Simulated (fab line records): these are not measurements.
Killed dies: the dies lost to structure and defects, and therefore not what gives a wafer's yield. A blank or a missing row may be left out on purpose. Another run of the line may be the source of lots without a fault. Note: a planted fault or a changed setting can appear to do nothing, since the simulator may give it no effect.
Chamber matching | flow sky130 | SKY_VIA4_CMP_02 on cmp-01: 4 sister chambers
The step polishes SiO2. 16 wafers are shown with their chamber, then 8 later ones without.

== WAFERS WITH THEIR CHAMBER ==
wafer  | chamber | motor current A (A)
L235.2 | 2       | 13.1
L235.4 | 1       | 13.0
L235.6 | 0       | 11.3
L236.1 | 1       | 13.1
L236.3 | 2       | 12.4
L236.5 | 2       | 12.6
L240.3 | 0       | 12.6
L240.4 | 2       | 12.7
L240.5 | 3       | 12.9
L241.1 | 3       | 13.8
L241.4 | 2       | 12.9
L241.5 | 3       | 13.0
L249.3 | 2       | 13.3
L249.4 | 1       | 12.7
L249.6 | 2       | 12.6
L251.2 | 0       | 12.4

SIGNATURES (averages over the wafers above)
reading         | chamber 0 | chamber 1 | chamber 2 | chamber 3 | scatter within a chamber
motor current A | 12.100    | 12.933    | 12.800    | 13.233    | 0.424
Rule: distance of a wafer from a chamber = root of the sum over the readings of ((wafer's reading minus chamber's mean) / reading's scatter) squared. If the next closest chamber is less than 2 further off than the closest, the wafer can't be placed; otherwise it belongs to the closest. The scatter is the square root of a quotient: the sum, over the shown wafers, of each reading's squared deviation from its chamber's mean, divided by wafers minus chambers.

== WAFERS MISSING THEIR CHAMBER ==
wafer  | motor current A (A)
L251.3 | 13.2
L251.4 | 12.6
L255.1 | 13.8
L255.5 | 12.5
L255.6 | 13.7
L256.2 | 11.9
L256.4 | 13.5
L256.5 | 12.0

== THE CHAMBER EACH PASSED THROUGH ==
wafer  | from the rows above               | in truth
L251.3 | can't be placed: 3 or 1 or 2      | 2
L251.4 | can't be placed: 2 or 1 or 0 or 3 | 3
L255.1 | can't be placed: 3 or 1 or 2      | 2
L255.5 | can't be placed: 2 or 0 or 1 or 3 | 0
L255.6 | can't be placed: 3 or 1 or 2      | 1
L256.2 | can't be placed: 0 or 2 or 1      | 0
L256.4 | can't be placed: 3 or 1 or 2      | 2
L256.5 | can't be placed: 0 or 2 or 1      | 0
Placed correctly: 0 of 8. Not placeable from these rows: 8 (in 8, the candidates include the true chamber). 0 placed wrongly.
